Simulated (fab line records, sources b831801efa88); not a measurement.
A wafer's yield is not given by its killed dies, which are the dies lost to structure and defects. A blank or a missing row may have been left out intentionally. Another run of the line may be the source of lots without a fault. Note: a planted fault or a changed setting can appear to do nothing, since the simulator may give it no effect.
The tool behind it: which one? / flow gf180mcu / 36 wafers from 12 lots sampled at 6 of the route's 602 steps

WHAT THE GAUGES READ, wafer by wafer
GF_STI_THK_MEAS_24.
lot=L835; measured=day 2 03:52; on=film_metro-02; STI_CVD_23_THK (nm)=651 662 656
lot=L836; measured=day 2 08:25; on=film_metro-03; STI_CVD_23_THK (nm)=648 654 647
lot=L837; measured=day 2 14:24; on=film_metro-04; STI_CVD_23_THK (nm)=649 648 653
lot=L838; measured=day 2 21:14; on=film_metro-02; STI_CVD_23_THK (nm)=649 646 645
lot=L843; measured=day 3 22:33; on=film_metro-03; STI_CVD_23_THK (nm)=659 654 658
lot=L844; measured=day 4 01:09; on=film_metro-04; STI_CVD_23_THK (nm)=650 658 648
lot=L847; measured=day 4 17:13; on=film_metro-04; STI_CVD_23_THK (nm)=656 659 662
lot=L851; measured=day 5 14:29; on=film_metro-02; STI_CVD_23_THK (nm)=658 659 661
lot=L852; measured=day 5 19:45; on=film_metro-02; STI_CVD_23_THK (nm)=640 654 652
lot=L853; measured=day 5 23:52; on=film_metro-03; STI_CVD_23_THK (nm)=649 655 652
lot=L855; measured=day 6 11:56; on=film_metro-04; STI_CVD_23_THK (nm)=660 665 656
lot=L857; measured=day 6 21:10; on=film_metro-03; STI_CVD_23_THK (nm)=658 650 648

GF_NWELL_TW_MEAS_11.
lot=L835; measured=day 3 07:31; on=film_metro-04; NWELL_TW=1570 1565 1576
lot=L836; measured=day 3 13:19; on=film_metro-04; NWELL_TW=1560 1566 1564
lot=L837; measured=day 3 18:52; on=film_metro-04; NWELL_TW=1568 1564 1572
lot=L838; measured=day 4 02:44; on=film_metro-04; NWELL_TW=1557 1555 1566
lot=L843; measured=day 5 04:46; on=film_metro-01; NWELL_TW=1552 1559 1557
lot=L844; measured=day 5 08:06; on=film_metro-02; NWELL_TW=1552 1552 1556
lot=L847; measured=day 6 02:14; on=film_metro-01; NWELL_TW=1573 1572 1563
lot=L851; measured=day 7 01:44; on=film_metro-04; NWELL_TW=1551 1552 1546
lot=L852; measured=day 7 05:14; on=film_metro-01; NWELL_TW=1553 1547 1557
lot=L853; measured=day 7 09:41; on=film_metro-04; NWELL_TW=1558 1548 1551
lot=L855; measured=day 8 01:13; on=film_metro-01; NWELL_TW=1549 1540 1540
lot=L857; measured=day 8 08:22; on=film_metro-02; NWELL_TW=1567 1572 1571

GF_LVPWELL_TW_MEAS_11.
lot=L835; measured=day 3 21:22; on=film_metro-02; LVPWELL_TW=551.9 553.0 553.1
lot=L836; measured=day 4 03:07; on=film_metro-04; LVPWELL_TW=553.5 554.6 553.0
lot=L837; measured=day 4 08:06; on=film_metro-01; LVPWELL_TW=551.1 551.9 549.9
lot=L838; measured=day 4 16:42; on=film_metro-01; LVPWELL_TW=548.7 547.0 550.2
lot=L843; measured=day 5 19:22; on=film_metro-04; LVPWELL_TW=557.4 553.6 558.2
lot=L844; measured=day 5 22:32; on=film_metro-04; LVPWELL_TW=553.5 554.6 554.5
lot=L847; measured=day 6 18:12; on=film_metro-01; LVPWELL_TW=525.4 528.0 526.5 529.6 524.0 526.5
lot=L851; measured=day 7 17:44; on=film_metro-04; LVPWELL_TW=523.4 523.6 522.2 523.2 525.1 520.5
lot=L852; measured=day 7 21:50; on=film_metro-02; LVPWELL_TW=556.3 556.8 555.1
lot=L853; measured=day 8 01:49; on=film_metro-02; LVPWELL_TW=558.4 559.3 556.5
lot=L855; measured=day 8 17:43; on=film_metro-01; LVPWELL_TW=549.0 550.7 552.4
lot=L857; measured=day 9 01:10; on=film_metro-02; LVPWELL_TW=553.9 550.3 549.9

GF_VT_IMPLANT_RS_MEAS_48: measurement is done with a four-point probe.
lot=L835; measured=day 7 14:00; on=film_metro-04; LVPWELL_RS (ohm/sq)=1195 1194 1197
lot=L836; measured=day 7 20:19; on=film_metro-02; LVPWELL_RS (ohm/sq)=1198 1198 1200
lot=L837; measured=day 8 02:41; on=film_metro-01; LVPWELL_RS (ohm/sq)=1192 1194 1194
lot=L838; measured=day 8 13:09; on=film_metro-04; LVPWELL_RS (ohm/sq)=1196 1199 1200
lot=L843; measured=day 9 20:55; on=film_metro-04; LVPWELL_RS (ohm/sq)=1194 1193 1192
lot=L844; measured=day 10 00:38; on=film_metro-01; LVPWELL_RS (ohm/sq)=1196 1199 1199
lot=L847; measured=day 10 23:34; on=film_metro-01; LVPWELL_RS (ohm/sq)=1438 1446 1438 1440 1444 1439
lot=L851; measured=day 12 04:15; on=film_metro-01; LVPWELL_RS (ohm/sq)=1449 1443 1450 1450 1444 1451
lot=L852; measured=day 12 09:02; on=film_metro-01; LVPWELL_RS (ohm/sq)=1190 1188 1190
lot=L853; measured=day 12 11:44; on=film_metro-01; LVPWELL_RS (ohm/sq)=1191 1194 1195
lot=L855; measured=day 13 08:59; on=film_metro-04; LVPWELL_RS (ohm/sq)=1198 1193 1197
lot=L857; measured=day 13 18:13; on=film_metro-04; LVPWELL_RS (ohm/sq)=1199 1200 1202

WHICH TOOL RAN EACH LOT (tool, then ch and the chambers of the sampled wafers, then the start)
lot=L835; GF_LVPWELL_IMPLANT_09=implanter-04 ch 0, day 3 21:08; GF_LVPWELL_STRIP_10=plasma_asher-01 ch 0,1, day 3 21:15
lot=L836; GF_LVPWELL_IMPLANT_09=implanter-04 ch 0, day 4 02:53; GF_LVPWELL_STRIP_10=plasma_asher-04 ch 0,1, day 4 03:01
lot=L837; GF_LVPWELL_IMPLANT_09=implanter-01 ch 0, day 4 07:52; GF_LVPWELL_STRIP_10=plasma_asher-03 ch 0,1, day 4 07:59
lot=L838; GF_LVPWELL_IMPLANT_09=implanter-04 ch 0, day 4 16:27; GF_LVPWELL_STRIP_10=plasma_asher-01 ch 0,1, day 4 16:36
lot=L843; GF_LVPWELL_IMPLANT_09=implanter-03 ch 0, day 5 19:08; GF_LVPWELL_STRIP_10=plasma_asher-03 ch 0,1, day 5 19:16
lot=L844; GF_LVPWELL_IMPLANT_09=implanter-01 ch 0, day 5 22:17; GF_LVPWELL_STRIP_10=plasma_asher-04 ch 0,1, day 5 22:26
lot=L847; GF_LVPWELL_IMPLANT_09=implanter-01 ch 0, day 6 17:57; GF_LVPWELL_STRIP_10=plasma_asher-01 ch 0,1, day 6 18:06
lot=L851; GF_LVPWELL_IMPLANT_09=implanter-01 ch 0, day 7 17:29; GF_LVPWELL_STRIP_10=plasma_asher-01 ch 0, day 7 17:38
lot=L852; GF_LVPWELL_IMPLANT_09=implanter-04 ch 0, day 7 21:35; GF_LVPWELL_STRIP_10=plasma_asher-04 ch 0,1, day 7 21:44
lot=L853; GF_LVPWELL_IMPLANT_09=implanter-04 ch 0, day 8 01:36; GF_LVPWELL_STRIP_10=plasma_asher-04 ch 0,1, day 8 01:44
lot=L855; GF_LVPWELL_IMPLANT_09=implanter-04 ch 0, day 8 17:28; GF_LVPWELL_STRIP_10=plasma_asher-03 ch 0,1, day 8 17:36
lot=L857; GF_LVPWELL_IMPLANT_09=implanter-04 ch 0, day 9 00:55; GF_LVPWELL_STRIP_10=plasma_asher-01 ch 0,1, day 9 01:03
- GF_LVPWELL_IMPLANT_09
- GF_LVPWELL_STRIP_10: strips in O2/N2.

AS READ BY THE TOOLS THEMSELVES (means over the sampled wafers that have a number; for cases with no such wafer, the mark the record gives instead)
GF_LVPWELL_IMPLANT_09.
lot=L835 tool=implanter-04 dose_ions_cm2=5.001e+12 faraday_current_uA=27.6
lot=L836 tool=implanter-04 dose_ions_cm2=5.002e+12 faraday_current_uA=27.9
lot=L837 tool=implanter-01 dose_ions_cm2=5.000e+12 faraday_current_uA=28.6
lot=L838 tool=implanter-04 dose_ions_cm2=4.993e+12 faraday_current_uA=27.5
lot=L843 tool=implanter-03 dose_ions_cm2=5.000e+12 faraday_current_uA=28.2
lot=L844 tool=implanter-01 dose_ions_cm2=4.991e+12 faraday_current_uA=28.3
lot=L847 tool=implanter-01 dose_ions_cm2=9.513e+11 faraday_current_uA=5.4
lot=L851 tool=implanter-01 dose_ions_cm2=9.547e+11 faraday_current_uA=5.4
lot=L852 tool=implanter-04 dose_ions_cm2=5.002e+12 faraday_current_uA=27.9
lot=L853 tool=implanter-04 dose_ions_cm2=4.999e+12 faraday_current_uA=27.9
lot=L855 tool=implanter-04 dose_ions_cm2=4.993e+12 faraday_current_uA=27.8
lot=L857 tool=implanter-04 dose_ions_cm2=4.997e+12 faraday_current_uA=28.3

GF_LVPWELL_STRIP_10.
lot=L835; tool=plasma_asher-01; drypump_motor_current_A (A)=5.2; heater_power_w (W)=335; oes_product_au (a.u.)=0.723; platen_temp_c (C)=249.80; strip_time_to_endpoint_s (s)=36.58
lot=L836; tool=plasma_asher-04; drypump_motor_current_A (A)=5.2; heater_power_w (W)=351; oes_product_au (a.u.)=0.729; platen_temp_c (C)=249.90; strip_time_to_endpoint_s (s)=36.56
lot=L837; tool=plasma_asher-03; drypump_motor_current_A (A)=5.3; heater_power_w (W)=312; oes_product_au (a.u.)=0.723; platen_temp_c (C)=250.01; strip_time_to_endpoint_s (s)=36.52
lot=L838; tool=plasma_asher-01; drypump_motor_current_A (A)=5.1; heater_power_w (W)=333; oes_product_au (a.u.)=0.722; platen_temp_c (C)=249.89; strip_time_to_endpoint_s (s)=36.50
lot=L843; tool=plasma_asher-03; drypump_motor_current_A (A)=5.3; heater_power_w (W)=316; oes_product_au (a.u.)=0.722; platen_temp_c (C)=249.93; strip_time_to_endpoint_s (s)=36.46
lot=L844; tool=plasma_asher-04; drypump_motor_current_A (A)=5.7; heater_power_w (W)=349; oes_product_au (a.u.)=0.724; platen_temp_c (C)=250.23; strip_time_to_endpoint_s (s)=36.46
lot=L847; tool=plasma_asher-01; drypump_motor_current_A (A)=5.2; heater_power_w (W)=330; oes_product_au (a.u.)=0.717; platen_temp_c (C)=250.27; strip_time_to_endpoint_s (s)=36.42
lot=L851; tool=plasma_asher-01; drypump_motor_current_A (A)=5.1; heater_power_w (W)=342; oes_product_au (a.u.)=0.721; platen_temp_c (C)=250.07; strip_time_to_endpoint_s (s)=36.51
lot=L852; tool=plasma_asher-04; drypump_motor_current_A (A)=5.2; heater_power_w (W)=351; oes_product_au (a.u.)=0.723; platen_temp_c (C)=250.03; strip_time_to_endpoint_s (s)=36.59
lot=L853; tool=plasma_asher-04; drypump_motor_current_A (A)=5.6; heater_power_w (W)=349; oes_product_au (a.u.)=0.724; platen_temp_c (C)=249.85; strip_time_to_endpoint_s (s)=36.40
lot=L855; tool=plasma_asher-03; drypump_motor_current_A (A)=5.3; heater_power_w (W)=316; oes_product_au (a.u.)=0.725; platen_temp_c (C)=249.97; strip_time_to_endpoint_s (s)=36.58
lot=L857; tool=plasma_asher-01; drypump_motor_current_A (A)=5.2; heater_power_w (W)=330; oes_product_au (a.u.)=0.723; platen_temp_c (C)=249.91; strip_time_to_endpoint_s (s)=36.50

THE ANSWER, worked out from the rows above alone
Rule: usual is defined by the lots themselves. The widest of any qualifying gaps counts: lots, ordered by their means at a reading, are off when they make up no more than a third of the lots, leave a main group of 4 or more, and stand apart from it by 3 or more times the standard deviation of that group's means. If all means in a main group match to the digits the tables above print for the reading, that group is not used. A lot without any number at a reading at which 4 lots or more have one is off too. Where the step has rows for the other lots, those lots are counted as sound. After the gauges, taken in route order, come the tools' own readings; for these a lot's mean is taken, as printed above. The first step at which some lot is off is used, and at that step the reading that is off furthest; a lot without a number counts as furthest.
Off: L847, L851, at GF_LVPWELL_TW_MEAS_11 (LVPWELL_TW). The main group: mean 553.3, standard deviation 2.8.
A tool fits if, at a process step before that reading, it ran every lot that is off, and no sound lot after the first of them. The gauges at GF_LVPWELL_TW_MEAS_11 aren't tried: what is off there is off at GF_LVPWELL_IMPLANT_09 too, on other tools, and a gauge's error can't cause that. One fits: GF_LVPWELL_IMPLANT_09 on implanter-01. A fault onset in the window from L844 (day 5 22:17, its last sound lot) to L847 (day 6 17:57, its first lot off) fits.
The tool's own readings at GF_LVPWELL_IMPLANT_09 bear it out: on the lots that are off they differ by more than 5 times the standard deviation of the sound lots' means. dose_ions_cm2 reads 9.530e+11 there against 4.998e+12 on the sound lots; faraday_current_uA reads 5.4 there against 28.0 on the sound lots.

WHAT WAS PUT IN BY THE SIMULATOR
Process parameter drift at GF_LVPWELL_IMPLANT_09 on implanter-01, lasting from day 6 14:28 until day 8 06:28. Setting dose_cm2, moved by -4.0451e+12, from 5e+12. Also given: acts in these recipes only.
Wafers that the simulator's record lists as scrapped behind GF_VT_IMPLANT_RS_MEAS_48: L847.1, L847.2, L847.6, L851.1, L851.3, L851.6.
Lots struck among those shown: L847, L851. The rule above reached the same finding.
